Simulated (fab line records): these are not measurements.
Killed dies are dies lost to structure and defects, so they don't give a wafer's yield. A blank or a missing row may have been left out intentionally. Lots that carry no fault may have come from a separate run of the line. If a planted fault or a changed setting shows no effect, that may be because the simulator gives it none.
Comparing a struck lot with a sound one || flow sky130 || 22 out of 708 route steps
Sound: these wafers, L740.1, L740.3, L740.5. Wafers L755.1, L755.3, L755.4 were the ones struck. The cause is given at the end.
Each step with rows lists, per side, the tool, then ch with its chambers, then its first start. Under that, the readings that differ: sound wafers || struck wafers || difference of the means || sigmas: that difference in standard deviations of wafers without a fault.
alike: readings whose means differ by less than 2 such deviations, and words and numbers that are the same on both sides. not compared: withheld readings, readings that some wafer has no value for, bounds like >300 that may hide the same value, and numbers for which the record gives no deviation and whose values overlap.
The two part at a step that has a row with sigmas, a row that says differs or no value, or rows on one side only. Numbers that don't overlap but have no deviation are shown without sigmas and don't part them. Lack of a reading on every wafer of one side parts them only where that side has two or more wafers.

first, 5 steps without rows for these wafers: SKY_VT_ADJUST_HVTR_COAT_02 (resist thk 1140 nm); SKY_VT_ADJUST_HVTR_SOFTBAKE_03 (time 60 s); SKY_VT_ADJUST_HVTR_EXPOSE_04 (exposes mask HVTRM, target cd 380 nm); SKY_VT_ADJUST_HVTR_PEB_05; SKY_VT_ADJUST_HVTR_DEVELOP_06 (develop time 60 s).
SKY_VT_ADJUST_HVTR_CD_MEAS_07: target cd 380 nm.
  sound on cd sem-01 at day 9 03:02; struck on cd sem-01 at day 14 15:57
  alike: cd nm
SKY_VT_ADJUST_HVTR_OVL_MEAS_08:
  sound on overlay-02 at day 9 03:10; struck on overlay-01 at day 14 16:04
{"reading": "VT_ADJUST_HVTR_OVL (nm)", "sound": "-0.7 -0.9 -0.9", "struck": "-3.6 -3.7 -3.0", "difference": -2.6, "sigmas": -2}
then, 1 step without rows for these wafers: SKY_VT_ADJUST_HVTR_IMPLANT_09.
SKY_VT_ADJUST_HVTR_STRIP_10: strips in O2/N2.
  sound on plasma asher-02 ch 0,1, day 9 03:21; struck on plasma asher-01 ch 0,1, day 14 16:16
  alike: drypump motor current A, o2 flow sccm, oes product au, strip time to endpoint s
  not compared: rf hours counter h
SKY_VT_ADJUST_HVTR_TW_MEAS_11:
  sound on film metro-02 at day 9 03:27; struck on film metro-01 at day 14 16:22
  alike: VT_ADJUST_HVTR_TW
then, 2 steps without rows for these wafers: SKY_VT_ADJUST_PCH_DEHYDRATE_00 (time 60 s); SKY_VT_ADJUST_PCH_HMDS_01 (prime time 60 s).
SKY_VT_ADJUST_PCH_COAT_02: resist thk 3000 nm.
  sound on litho track-03 ch 0, day 9 13:35; struck on litho track-03 ch 0, day 15 05:11
{"reading": "model.coat_of_VT_ADJUST_PCH_COAT_02.thk nm (nm)", "sound": "2986 2989 2993", "struck": "3061 3065 3057", "difference": "+72", "sigmas": ""}
then, 3 steps without rows for these wafers: SKY_VT_ADJUST_PCH_SOFTBAKE_03; SKY_VT_ADJUST_PCH_EXPOSE_04 (exposes mask NWM, target cd 840 nm); SKY_VT_ADJUST_PCH_PEB_05.
SKY_VT_ADJUST_PCH_DEVELOP_06: develop time 60 s.
  sound: litho track-02 ch 0; struck: litho track-02 ch 0
{"reading": "model.coat_of_VT_ADJUST_PCH_COAT_02.thk nm (nm)", "sound": "2982 2985 2989", "struck": "3056 3061 3053", "difference": "+71", "sigmas": ""}
SKY_VT_ADJUST_PCH_OVL_MEAS_07:
  sound on overlay-02 at day 9 23:52; struck on overlay-01 at day 15 19:16
  alike: VT_ADJUST_PCH_OVL
then, 1 step without rows for these wafers: SKY_VT_ADJUST_PCH_IMPLANT_08.
SKY_VT_ADJUST_PCH_STRIP_09: strips in O2/N2.
  sound on plasma asher-03 ch 0,1, day 10 00:04; struck on plasma asher-02 ch 0,1, day 15 19:28
{"reading": "strip time to endpoint s (s)", "sound": "36.75 36.79 36.84", "struck": "37.58 37.65 37.56", "difference": "+0.80", "sigmas": "+9"}
  alike: drypump motor current A, o2 flow sccm, oes product au
  not compared: rf hours counter h
SKY_VT_ADJUST_PCH_TW_MEAS_10:
  sound on film metro-02 at day 10 00:10; struck on film metro-03 at day 15 19:34
  alike: VT_ADJUST_PCH_TW
-- record jumps: 34 days separate the struck wafers' starts on either side; left off in module VT_ADJUST_PCH, taken up again in module PAD_OPEN, whose first shown step is the route's number 708 --
SKY_PAD_OPEN_PROBE_99:
  sound on prober-01 at day 45 03:45; struck on prober-02 at day 50 00:23
  alike: killed_at_M0_to_M3, killed_at_M4_up, killed at contacts, killed at front end, killed at other, killed dies, killed open, killed short

== WHERE THEY PART ==
Earliest at SKY_VT_ADJUST_HVTR_OVL_MEAS_08; latest, in this record, at SKY_VT_ADJUST_PCH_STRIP_09. Later steps at which nothing parts them and some readings are alike: SKY_VT_ADJUST_PCH_TW_MEAS_10, SKY_PAD_OPEN_PROBE_99.

WHY: what had been put in by the simulator
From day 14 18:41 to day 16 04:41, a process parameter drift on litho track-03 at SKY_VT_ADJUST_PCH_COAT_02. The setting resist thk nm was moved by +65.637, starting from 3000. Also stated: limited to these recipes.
